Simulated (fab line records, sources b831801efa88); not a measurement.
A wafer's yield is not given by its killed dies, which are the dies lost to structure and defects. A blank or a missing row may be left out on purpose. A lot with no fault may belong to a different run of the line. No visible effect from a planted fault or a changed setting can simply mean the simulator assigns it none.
Which tool was responsible? | flow gf180mcu | 12 lots with 33 wafers sampled at 5 steps, on a route of 602 steps

WHAT THE GAUGES SHOWED, per wafer
GF_V2_BOW_MEAS_05.
lot  | measured     | on           | V2_BOW (um)
L172 | day 19 20:49 | filmMetro-03 | 97 92 98
L174 | day 20 19:14 | filmMetro-03 | 97 98 93
L175 | day 21 02:43 | filmMetro-03 | 101 110 108
L176 | day 21 16:33 | filmMetro-04 | 112 102 104
L177 | day 22 13:28 | filmMetro-04 | 95 85 97
L180 | day 23 07:23 | filmMetro-04 | 107 103 108
L181 | day 23 16:48 | filmMetro-01 | 106 102 111
L182 | day 23 18:50 | filmMetro-03 | 107 100 113
L187 | day 25 08:19 | filmMetro-01 | 100 108
L188 | day 25 14:05 | filmMetro-01 | 104 93
L189 | day 25 23:01 | filmMetro-04 | 93 107
L194 | day 27 07:11 | filmMetro-01 | 106 97 92

GF_V2_CD_MEAS_14: target cd 260 nm.
lot  | measured     | on       | cdNm (nm)
L172 | day 20 21:04 | cdSem-02 | 260.1 260.4 260.0
L174 | day 21 20:07 | cdSem-02 | 259.7 259.8 260.7
L175 | day 22 02:26 | cdSem-01 | 260.5 260.0 259.4
L176 | day 22 15:57 | cdSem-01 | 261.3 261.0 260.9
L177 | day 23 12:14 | cdSem-02 | 258.4 258.4 258.0
L180 | day 24 06:07 | cdSem-01 | 258.9 260.5 260.6
L181 | day 24 14:55 | cdSem-02 | 260.7 260.5 259.7
L182 | day 24 17:21 | cdSem-02 | 259.3 258.7 260.0
L187 | day 26 06:38 | cdSem-02 | 260.1 259.6
L188 | day 26 11:24 | cdSem-02 | 261.3 260.9
L189 | day 26 20:17 | cdSem-01 | 261.1 259.3
L194 | day 28 02:26 | cdSem-01 | 261.6 259.6 260.4

GF_V3_THK_MEAS_03.
lot  | measured     | on           | V3_CVD_02_THK (nm)
L172 | day 21 23:11 | filmMetro-02 | 836 829 849
L174 | day 22 22:38 | filmMetro-04 | 838 848 839
L175 | day 23 04:13 | filmMetro-02 | 849 859 862
L176 | day 23 16:48 | filmMetro-02 | 857 868 870
L177 | day 24 14:25 | filmMetro-01 | 841 838 859
L180 | day 25 06:39 | filmMetro-04 | 840 852 859
L181 | day 25 14:44 | filmMetro-02 | 843 834 861
L182 | day 25 16:58 | filmMetro-02 | 854 859 863
L187 | day 27 06:32 | filmMetro-04 | 1110 854 1109 853
L188 | day 27 10:53 | filmMetro-02 | 1103 1132 1103 1131
L189 | day 27 19:48 | filmMetro-04 | 852 1139 852 1137
L194 | day 28 23:34 | filmMetro-02 | 843 856 838

TOOL THAT RAN EACH LOT (tool first, then ch and the chambers of the sampled wafers, then the start)
lot  | GF_M3_METAL_ETCH_16              | GF_V3_CVD_02
L172 | rieMetal-02 ch 0,1, day 21 22:18 | pecvd-03 ch 0,1,2, day 21 23:07
L174 | rieMetal-03 ch 0,1, day 22 21:46 | pecvd-02 ch 0,1,2, day 22 22:34
L175 | rieMetal-02 ch 0,1, day 23 03:18 | pecvd-03 ch 0,1,2, day 23 04:08
L176 | rieMetal-03 ch 0,1, day 23 15:54 | pecvd-03 ch 0,1, day 23 16:44
L177 | rieMetal-02 ch 1, day 24 13:25   | pecvd-03 ch 0,2, day 24 14:20
L180 | rieMetal-02 ch 0, day 25 05:41   | pecvd-03 ch 0,2, day 25 06:35
L181 | rieMetal-03 ch 0,1, day 25 13:50 | pecvd-03 ch 0,1,2, day 25 14:40
L182 | rieMetal-04 ch 0,1, day 25 16:05 | pecvd-03 ch 0,1,2, day 25 16:54
L187 | rieMetal-03 ch 0, day 27 05:40   | pecvd-03 ch 2, day 27 06:28
L188 | rieMetal-04 ch 1, day 27 09:54   | pecvd-03 ch 0,2, day 27 10:50
L189 | rieMetal-03 ch 1, day 27 18:48   | pecvd-03 ch 0, day 27 19:43
L194 | rieMetal-04 ch 0,1, day 28 22:35 | pecvd-04 ch 0,1, day 28 23:30
- GF_M3_METAL_ETCH_16: etches the open film in Cl2/BCl3, stops on SiO2, target depth 750.8 nm, time 125.1 s.
- GF_V3_CVD_02: deposits SiO2 from TEOS, target thk 850 nm, time 94.851 s.

WHAT THE TOOLS THEMSELVES READ (means of the sampled wafers that have a number; where no wafer has one, the mark that the record gives instead)
GF_M3_METAL_ETCH_16.
lot  | tool        | chamberPressureMTorr (mTorr) | drypumpMotorCurrentA (A) | oesProductAu (a.u.) | throttleValvePct (%)
L172 | rieMetal-02 | 7.994                        | 6.1                      | 0.988               | 28.233
L174 | rieMetal-03 | 7.996                        | 5.4                      | 0.992               | 28.233
L175 | rieMetal-02 | 7.998                        | 6.1                      | 0.993               | 28.229
L176 | rieMetal-03 | 7.996                        | 5.2                      | 0.986               | 28.233
L177 | rieMetal-02 | 7.996                        | 6.2                      | 0.989               | 28.224
L180 | rieMetal-02 | 7.997                        | 5.9                      | 0.999               | 28.233
L181 | rieMetal-03 | 8.000                        | 5.4                      | 0.983               | 28.237
L182 | rieMetal-04 | 7.999                        | 5.6                      | 0.975               | 28.247
L187 | rieMetal-03 | 7.999                        | 5.0                      | 0.990               | 28.239
L188 | rieMetal-04 | 7.987                        | 5.3                      | 0.974               | 28.232
L189 | rieMetal-03 | 7.996                        | 5.6                      | 0.982               | 28.251
L194 | rieMetal-04 | 7.998                        | 5.6                      | 0.980               | 28.233

GF_V3_CVD_02.
lot  | tool     | heaterPowerW (W)
L172 | pecvd-03 | 688
L174 | pecvd-02 | 641
L175 | pecvd-03 | 727
L176 | pecvd-03 | 631
L177 | pecvd-03 | 646
L180 | pecvd-03 | 620
L181 | pecvd-03 | 649
L182 | pecvd-03 | 705
L187 | pecvd-03 | 803
L188 | pecvd-03 | 729
L189 | pecvd-03 | 614
L194 | pecvd-04 | 672

THE ANSWER, worked out from the rows above alone
Rule: the usual values come from the lots themselves. The widest of any qualifying gaps counts: lots, ordered by their means at a reading, are off when they make up no more than a third of the lots, leave a main group of 4 or more, and stand apart from it by 3 or more times the standard deviation of that group's means. The tables above print the reading to a certain number of digits; a main group whose means all agree to those digits is not used. Also off: a lot with no number at a reading for which 4 or more lots have one. Where the step has rows for the other lots, those lots are counted as sound. The gauges are gone through in route order, then the tools' own readings, and for those a lot's mean is taken as printed above. At the first step where some lot is off, the reading lying furthest off is the one used; lots without a number count as furthest.
Off: L187, L188, L189, at GF_V3_THK_MEAS_03 (V3_CVD_02_THK). For the main group the mean is 850 nm and the standard deviation 8.2.
A tool fits if, at a process step before that reading, it ran every lot that is off, and no sound lot after the first of them. Those tools and the gauges at GF_V3_THK_MEAS_03 are tried in the same way. One candidate fits, namely pecvd-03 at GF_V3_CVD_02. Its last sound lot is L182 (day 25 16:54), its first lot that is off L187 (day 27 06:28): a fault that began between those two fits.

WHAT THE SIMULATOR HAD PUT IN
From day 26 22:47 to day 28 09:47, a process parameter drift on pecvd-03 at GF_V3_CVD_02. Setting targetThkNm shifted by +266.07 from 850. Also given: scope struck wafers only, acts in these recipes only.
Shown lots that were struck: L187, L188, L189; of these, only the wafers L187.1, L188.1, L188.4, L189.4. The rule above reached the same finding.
